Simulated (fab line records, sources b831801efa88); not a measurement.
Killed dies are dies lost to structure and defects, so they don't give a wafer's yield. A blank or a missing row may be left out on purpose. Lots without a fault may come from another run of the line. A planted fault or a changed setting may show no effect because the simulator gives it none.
Which tool did it? | flow sky130 | 6 lots, 18 wafers sampled, at 1 step of a route of 708

WHAT THE GAUGES READ, wafer by wafer
SKY_VIA1_THK_MEAS_23: measures by xrf.
lot  | measured     | on            | VIA1_W_THK (nm)
L401 | day 35 03:02 | film_metro-03 | 274 275 273
L403 | day 35 16:56 | film_metro-01 | 269 272 274
L408 | day 37 15:47 | film_metro-03 | 272 275 272
L416 | day 40 00:53 | film_metro-02 | 281 277 279
L419 | day 40 11:32 | film_metro-02 | 277 280 279
L421 | day 41 04:07 | film_metro-02 | 279 279 279

WHICH TOOL RAN EACH LOT (tool, then ch and the chambers of the sampled wafers, then the start)
The record holds no process step before these readings.

THE ANSWER, worked out from the rows above alone
Rule: what is usual is taken from the lots themselves. Put in order of their means at a reading, lots are off if they are a third of the lots or fewer, leave a main group of 4 or more, and stand apart from it by a gap of 3 or more times the standard deviation of the main group's means; of several such gaps the widest counts. A main group whose means are all the same, to the digits that the tables above print for the reading, isn't used. A lot without any number at a reading at which 4 lots or more have one is off too. The other lots that the step has rows for count as sound.
No lot is off at any reading shown: from this, nothing can be told.

WHAT THE SIMULATOR HAD PUT IN
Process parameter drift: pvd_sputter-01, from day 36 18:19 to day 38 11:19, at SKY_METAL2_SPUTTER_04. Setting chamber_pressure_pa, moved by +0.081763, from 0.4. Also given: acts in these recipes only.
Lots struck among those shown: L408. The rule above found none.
